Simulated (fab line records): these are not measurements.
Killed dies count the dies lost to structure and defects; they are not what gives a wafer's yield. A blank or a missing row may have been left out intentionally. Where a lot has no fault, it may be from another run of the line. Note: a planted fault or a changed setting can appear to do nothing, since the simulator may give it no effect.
Which tool was responsible? / flow sky130 / 13 lots with 39 wafers sampled at 4 steps, on a route of 708 steps

## WHAT EACH GAUGE READ, for each wafer
SKY_VT_ADJUST_HVTP_TW_MEAS_11. Usual: VT_ADJUST_HVTP_TW gives 1356 (standard deviation 11).
lot=L775; measured=day 6 03:35; on=film_metro-04; VT_ADJUST_HVTP_TW=1343 1339 1351; flag=
lot=L776; measured=day 6 10:05; on=film_metro-04; VT_ADJUST_HVTP_TW=1345 1344 1351; flag=
lot=L777; measured=day 6 17:22; on=film_metro-02; VT_ADJUST_HVTP_TW=1354 1357 1360; flag=
lot=L779; measured=day 7 06:55; on=film_metro-04; VT_ADJUST_HVTP_TW=1345 1348 1340; flag=
lot=L780; measured=day 7 15:20; on=film_metro-02; VT_ADJUST_HVTP_TW=1351 1350 1339; flag=
lot=L781; measured=day 7 17:55; on=film_metro-01; VT_ADJUST_HVTP_TW=1368 1369 1371; flag=
lot=L782; measured=day 8 01:34; on=film_metro-04; VT_ADJUST_HVTP_TW=1341 1344 1343; flag=
lot=L787; measured=day 9 08:52; on=film_metro-04; VT_ADJUST_HVTP_TW=1347 1348 1348; flag=
lot=L788; measured=day 9 13:46; on=film_metro-04; VT_ADJUST_HVTP_TW=1349 1351 1350; flag=
lot=L789; measured=day 9 20:08; on=film_metro-01; VT_ADJUST_HVTP_TW=1363 1363 1363; flag=
lot=L791; measured=day 10 08:06; on=film_metro-04; VT_ADJUST_HVTP_TW=1354 1345 1345; flag=
lot=L792; measured=day 10 17:17; on=film_metro-02; VT_ADJUST_HVTP_TW=1358 1346 1354; flag=
lot=L798; measured=day 12 03:20; on=film_metro-01; VT_ADJUST_HVTP_TW=1384 1378 1386; flag=

SKY_LDD_P_OVL_MEAS_08. Usual: LDD_P_OVL gives -0.5 nm (standard deviation 1.4).
lot=L775; measured=day 19 01:59; on=overlay-02; LDD_P_OVL (nm)=-0.8 -4.0 -1.4; flag=
lot=L776; measured=day 19 17:09; on=overlay-02; LDD_P_OVL (nm)=0.2 -0.7 -0.2; flag=
lot=L777; measured=day 20 04:11; on=overlay-01; LDD_P_OVL (nm)=2.3 2.0 2.2; flag=
lot=L779; measured=day 20 20:44; on=overlay-01; LDD_P_OVL (nm)=0.1 -1.4 -1.3; flag=
lot=L780; measured=day 21 07:30; on=overlay-01; LDD_P_OVL (nm)=-1.8 -0.7 -0.4; flag=
lot=L781; measured=day 21 11:50; on=overlay-02; LDD_P_OVL (nm)=-2.1 -2.1 -0.8; flag=
lot=L782; measured=day 22 02:14; on=overlay-02; LDD_P_OVL (nm)=1.4 0.9 0.8; flag=
lot=L787; measured=day 23 22:11; on=overlay-02; LDD_P_OVL (nm)=-2.3 -2.9 -0.9; flag=
lot=L788; measured=day 24 03:35; on=overlay-02; LDD_P_OVL (nm)=1.2 0.5 0.3; flag=
lot=L789; measured=day 24 09:47; on=overlay-02; LDD_P_OVL (nm)=-1.8 -0.4 -0.9; flag=
lot=L791; measured=day 25 05:06; on=overlay-02; LDD_P_OVL (nm)=-0.3 -0.7 0.6; flag=
lot=L792; measured=day 25 11:26; on=overlay-02; LDD_P_OVL (nm)=0.0 0.4 0.3; flag=
lot=L798; measured=day 27 08:51; on=overlay-01; LDD_P_OVL (nm)=-0.1 0.9 0.3; flag=

## WHAT TOOL EACH LOT RAN ON (gives the tool, then ch and the chambers of the sampled wafers, and finally the start)
lot=L775; SKY_FIELD_ISO_ETCH_15=rie_diel-04 ch 1,2,3, day 2 03:08; SKY_GATE_OXIDE_IMPLANT_11=implanter-04 ch 0, day 13 21:06
lot=L776; SKY_FIELD_ISO_ETCH_15=rie_diel-03 ch 1,2,3, day 2 10:23; SKY_GATE_OXIDE_IMPLANT_11=implanter-04 ch 0, day 14 08:51
lot=L777; SKY_FIELD_ISO_ETCH_15=rie_diel-04 ch 0,1,3, day 2 16:04; SKY_GATE_OXIDE_IMPLANT_11=implanter-01 ch 0, day 14 21:33
lot=L779; SKY_FIELD_ISO_ETCH_15=rie_diel-03 ch 1,2,3, day 3 04:49; SKY_GATE_OXIDE_IMPLANT_11=implanter-03 ch 0, day 15 11:42
lot=L780; SKY_FIELD_ISO_ETCH_15=rie_diel-03 ch 0,2,3, day 3 09:28; SKY_GATE_OXIDE_IMPLANT_11=implanter-04 ch 0, day 15 23:23
lot=L781; SKY_FIELD_ISO_ETCH_15=rie_diel-02 ch 0,1,2, day 3 14:20; SKY_GATE_OXIDE_IMPLANT_11=implanter-03 ch 0, day 16 03:06
lot=L782; SKY_FIELD_ISO_ETCH_15=rie_diel-02 ch 1,2, day 3 19:56; SKY_GATE_OXIDE_IMPLANT_11=implanter-03 ch 0, day 16 16:11
lot=L787; SKY_FIELD_ISO_ETCH_15=rie_diel-04 ch 0,1,2, day 4 20:05; SKY_GATE_OXIDE_IMPLANT_11=implanter-04 ch 0, day 18 11:32
lot=L788; SKY_FIELD_ISO_ETCH_15=rie_diel-02 ch 0,1,2, day 5 01:26; SKY_GATE_OXIDE_IMPLANT_11=implanter-04 ch 0, day 18 15:44
lot=L789; SKY_FIELD_ISO_ETCH_15=rie_diel-03 ch 0,1,3, day 5 05:54; SKY_GATE_OXIDE_IMPLANT_11=implanter-04 ch 0, day 18 23:18
lot=L791; SKY_FIELD_ISO_ETCH_15=rie_diel-02 ch 0,1, day 5 17:40; SKY_GATE_OXIDE_IMPLANT_11=implanter-03 ch 0, day 19 15:15
lot=L792; SKY_FIELD_ISO_ETCH_15=rie_diel-02 ch 0,1,3, day 6 03:20; SKY_GATE_OXIDE_IMPLANT_11=implanter-04 ch 0, day 20 01:59
lot=L798; SKY_FIELD_ISO_ETCH_15=rie_diel-04 ch 0,3, day 7 04:08; SKY_GATE_OXIDE_IMPLANT_11=implanter-03 ch 0, day 22 00:15
- SKY_FIELD_ISO_ETCH_15: etches the open film in CHF3/O2, stops on Si, target depth 180 nm, time 72 s.
- SKY_GATE_OXIDE_IMPLANT_11

## WHAT THE TOOLS THEMSELVES READ (means of the sampled wafers that have a number; where no wafer has one, the mark that the record gives instead)
SKY_FIELD_ISO_ETCH_15. Usual: drypump_motor_current_A 5.8 A, standard deviation 0.42; oes_product_au 0.945 a.u., standard deviation 0.007; throttle_valve_pct 8.844 %, standard deviation 0.0088.
lot=L775; tool=rie_diel-04; drypump_motor_current_A (A)=5.9; oes_product_au (a.u.)=0.948; throttle_valve_pct (%)=8.839; flag=
lot=L776; tool=rie_diel-03; drypump_motor_current_A (A)=5.8; oes_product_au (a.u.)=0.941; throttle_valve_pct (%)=8.839; flag=
lot=L777; tool=rie_diel-04; drypump_motor_current_A (A)=5.9; oes_product_au (a.u.)=0.952; throttle_valve_pct (%)=8.841; flag=
lot=L779; tool=rie_diel-03; drypump_motor_current_A (A)=5.8; oes_product_au (a.u.)=0.946; throttle_valve_pct (%)=8.850; flag=
lot=L780; tool=rie_diel-03; drypump_motor_current_A (A)=5.7; oes_product_au (a.u.)=0.949; throttle_valve_pct (%)=8.848; flag=
lot=L781; tool=rie_diel-02; drypump_motor_current_A (A)=6.0; oes_product_au (a.u.)=0.938; throttle_valve_pct (%)=8.845; flag=
lot=L782; tool=rie_diel-02; drypump_motor_current_A (A)=6.4; oes_product_au (a.u.)=0.953; throttle_valve_pct (%)=8.845; flag=
lot=L787; tool=rie_diel-04; drypump_motor_current_A (A)=5.8; oes_product_au (a.u.)=0.948; throttle_valve_pct (%)=8.845; flag=
lot=L788; tool=rie_diel-02; drypump_motor_current_A (A)=5.9; oes_product_au (a.u.)=0.932; throttle_valve_pct (%)=8.841; flag=
lot=L789; tool=rie_diel-03; drypump_motor_current_A (A)=5.8; oes_product_au (a.u.)=0.938; throttle_valve_pct (%)=8.844; flag=
lot=L791; tool=rie_diel-02; drypump_motor_current_A (A)=5.5; oes_product_au (a.u.)=0.951; throttle_valve_pct (%)=8.852; flag=
lot=L792; tool=rie_diel-02; drypump_motor_current_A (A)=5.6; oes_product_au (a.u.)=0.948; throttle_valve_pct (%)=8.846; flag=
lot=L798; tool=rie_diel-04; drypump_motor_current_A (A)=6.0; oes_product_au (a.u.)=0.948; throttle_valve_pct (%)=8.837; flag=

SKY_GATE_OXIDE_IMPLANT_11. Usual: beam_energy_keV 10.000, standard deviation 0.003; faraday_current_uA 14.67, standard deviation 0.29.
lot=L775 tool=implanter-04 beam_energy_keV=9.999 faraday_current_uA=14.64 flag=
lot=L776 tool=implanter-04 beam_energy_keV=9.998 faraday_current_uA=14.66 flag=
lot=L777 tool=implanter-01 beam_energy_keV=10.002 faraday_current_uA=14.49 flag=
lot=L779 tool=implanter-03 beam_energy_keV=10.001 faraday_current_uA=14.85 flag=
lot=L780 tool=implanter-04 beam_energy_keV=9.999 faraday_current_uA=14.86 flag=
lot=L781 tool=implanter-03 beam_energy_keV=10.000 faraday_current_uA=14.56 flag=
lot=L782 tool=implanter-03 beam_energy_keV=10.001 faraday_current_uA=14.76 flag=
lot=L787 tool=implanter-04 beam_energy_keV=9.999 faraday_current_uA=14.44 flag=
lot=L788 tool=implanter-04 beam_energy_keV=10.914 faraday_current_uA=14.82 flag=OFF
lot=L789 tool=implanter-04 beam_energy_keV=10.919 faraday_current_uA=14.23 flag=OFF
lot=L791 tool=implanter-03 beam_energy_keV=9.999 faraday_current_uA=14.68 flag=
lot=L792 tool=implanter-04 beam_energy_keV=10.911 faraday_current_uA=14.63 flag=OFF
lot=L798 tool=implanter-03 beam_energy_keV=10.001 faraday_current_uA=14.59 flag=

## THE ANSWER, worked out from the rows above alone
Rule: lot off if the mean of its wafers having a number is beyond 3 standard deviations from the usual mean. A lot without any number at a reading at which 4 lots or more have one is off too. Where the step has rows for the other lots, those lots are counted as sound. After the gauges, taken in route order, come the tools' own readings; for these a lot's mean is taken, as printed above. The first step at which some lot is off is used, and at that step the reading that is off furthest; a lot without a number counts as furthest.
Off, at SKY_GATE_OXIDE_IMPLANT_11 on beam_energy_keV: L788, L789, L792.
If a tool, at that step or one of the process steps before it, ran each lot that is off and ran no sound lot following the first of them, it fits. One fits: SKY_GATE_OXIDE_IMPLANT_11 on implanter-04. A fault onset in the window from L787 (day 18 11:32, its last sound lot) to L788 (day 18 15:44, its first lot off) fits.
On the lots that are off, the tool's own readings at SKY_GATE_OXIDE_IMPLANT_11 differ by more than 5 times the standard deviation of the sound lots' means, which bears it out; beam_energy_keV reads 10.915 there versus 10.000 on the sound lots.

## WHAT THE SIMULATOR PUT IN
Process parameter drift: implanter-04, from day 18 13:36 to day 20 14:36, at SKY_GATE_OXIDE_IMPLANT_11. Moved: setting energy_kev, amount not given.
Shown lots that were struck: L788, L789, L792. The rule above reached the same finding.
